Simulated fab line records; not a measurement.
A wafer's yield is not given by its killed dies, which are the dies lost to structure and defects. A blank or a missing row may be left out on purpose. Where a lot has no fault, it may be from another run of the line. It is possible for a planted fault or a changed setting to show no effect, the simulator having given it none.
Which tool did it? ; flow gf180mcu ; 13 lots, 39 wafers sampled, at 4 steps of a route of 602

## WHAT THE GAUGES SHOWED, per wafer
GF_V1_RS_MEAS_24: measurement is done with a four-point probe.
lot;measured;on;V1_W_RS (ohm/sq)
L915;day 18 18:01;film-metro-01;0.333 0.334 0.336
L916;day 19 04:42;film-metro-01;0.326 0.324 0.325
L918;day 20 00:52;film-metro-02;0.328 0.331 0.333
L919;day 20 05:19;film-metro-03;0.327 0.326 0.329
L920;day 20 11:34;film-metro-03;0.327 0.325 0.330
L922;day 21 07:34;film-metro-01;0.332 0.332 0.328
L930;day 24 01:23;film-metro-03;0.332 0.325 0.333
L931;day 24 14:07;film-metro-03;0.329 0.325 0.332
L932;day 24 20:28;film-metro-02;0.330 0.327 0.331
L933;day 25 01:19;film-metro-02;0.326 0.324 0.325
L935;day 25 20:52;film-metro-01;0.326 0.330 0.328
L936;day 25 22:26;film-metro-02;0.325 0.325 0.328
L937;day 26 04:42;film-metro-02;0.325 0.326 0.327

GF_M5_OVL_MEAS_08.
lot;measured;on;M5_OVL (nm)
L915;day 26 18:18;overlay-01;-9 -9 -4
L916;day 27 03:59;overlay-01;-11 -9 -16
L918;day 27 20:35;overlay-01;-10 -8 -16
L919;day 27 23:04;overlay-02;-8 -4 -4
L920;day 28 02:37;overlay-01;-18 -6 -13
L922;day 28 21:08;overlay-02;3 -9 -1
L930;day 31 03:38;overlay-01;-14 -4 -9
L931;day 31 12:17;overlay-02;2 -6 2
L932;day 31 19:31;overlay-01;-10 -8 -6
L933;day 31 22:49;overlay-01;-9 -12 -11
L935;day 32 14:17;overlay-01;-2 -8 -1
L936;day 32 14:37;overlay-01;-10 -9 -4
L937;day 32 20:05;overlay-02;-4 -9 -8

## TOOL THAT RAN EACH LOT (tool first, then ch and the chambers of the sampled wafers, then the start)
lot;GF_V3_CMP_26;GF_M4_SPUTTER_00
L915;cmp-01 ch 0,2,3, day 23 00:46;pvd-sputter-02, day 23 01:04
L916;cmp-01 ch 0,2,3, day 23 11:20;pvd-sputter-01, day 23 11:32
L918;cmp-01 ch 0,1, day 24 05:16;pvd-sputter-04, day 24 05:31
L919;cmp-01 ch 2,3, day 24 07:53;pvd-sputter-04, day 24 08:11
L920;cmp-02 ch 0,1, day 24 12:40;pvd-sputter-04, day 24 12:58
L922;cmp-01 ch 0,3, day 25 08:13;pvd-sputter-01, day 25 08:31
L930;cmp-01 ch 0,1,2, day 27 19:26;pvd-sputter-01, day 27 19:38
L931;cmp-01 ch 1,3, day 28 07:01;pvd-sputter-02, day 28 07:19
L932;cmp-02 ch 0,2,3, day 28 12:48;pvd-sputter-01, day 28 13:03
L933;cmp-02 ch 1,2, day 28 16:45;pvd-sputter-04, day 28 17:03
L935;cmp-01 ch 1,2, day 29 11:44;pvd-sputter-02, day 29 12:02
L936;cmp-01 ch 0,1,2, day 29 12:09;pvd-sputter-02, day 29 12:24
L937;cmp-01 ch 0,1,2, day 29 18:05;pvd-sputter-04, day 29 18:14
- GF_V3_CMP_26: polishes, stops on SiO2, t overpolish 15 s, target thk 0 nm.
- GF_M4_SPUTTER_00: material Ti, target thk 37.5 nm, time 150 s.

## AS READ BY THE TOOLS THEMSELVES (means over the sampled wafers that have a number; for cases with no such wafer, the mark the record gives instead)
GF_V3_CMP_26.
lot;tool;motor-current-A (A);overpolish-run-s (s);time-to-endpoint-s (s)
L915;cmp-01;12.0;15.003;84
L916;cmp-01;12.2;14.994;85
L918;cmp-01;12.5;9.047;86
L919;cmp-01;11.7;9.049;82
L920;cmp-02;11.0;15.003;86
L922;cmp-01;12.2;9.040;79
L930;cmp-01;12.1;14.991;85
L931;cmp-01;12.8;15.001;83
L932;cmp-02;11.2;15.004;83
L933;cmp-02;11.3;14.998;82
L935;cmp-01;12.4;15.001;87
L936;cmp-01;12.5;15.001;82
L937;cmp-01;12.8;15.001;86

GF_M4_SPUTTER_00.
lot;tool;throttle-valve-pct (%)
L915;pvd-sputter-02;29.1
L916;pvd-sputter-01;30.6
L918;pvd-sputter-04;31.7
L919;pvd-sputter-04;30.5
L920;pvd-sputter-04;30.2
L922;pvd-sputter-01;31.8
L930;pvd-sputter-01;30.3
L931;pvd-sputter-02;30.2
L932;pvd-sputter-01;30.7
L933;pvd-sputter-04;30.1
L935;pvd-sputter-02;30.4
L936;pvd-sputter-02;29.5
L937;pvd-sputter-04;31.2

## THE ANSWER, worked out from the rows above alone
Rule: the lots themselves supply what counts as usual. Put in order of their means at a reading, lots are off if they are a third of the lots or fewer, leave a main group of 4 or more, and stand apart from it by a gap of 3 or more times the standard deviation of the main group's means; of several such gaps the widest counts. The tables above print the reading to a certain number of digits; a main group whose means all agree to those digits is not used. A lot without any number at a reading at which 4 lots or more have one is off too. The other lots that the step has rows for count as sound. After the gauges, taken in route order, come the tools' own readings; for these a lot's mean is taken, as printed above. The first step at which some lot is off is used, and at that step the reading that is off furthest; a lot without a number counts as furthest.
Off at GF_V3_CMP_26 (overpolish-run-s): L918, L919, L922. Mean 15.000 s and standard deviation 0.004 in the main group.
If a tool, at that step or one of the process steps before it, ran each lot that is off and ran no sound lot following the first of them, it fits. Of those tried, none fits.

## WHAT THE SIMULATOR HAD INSERTED
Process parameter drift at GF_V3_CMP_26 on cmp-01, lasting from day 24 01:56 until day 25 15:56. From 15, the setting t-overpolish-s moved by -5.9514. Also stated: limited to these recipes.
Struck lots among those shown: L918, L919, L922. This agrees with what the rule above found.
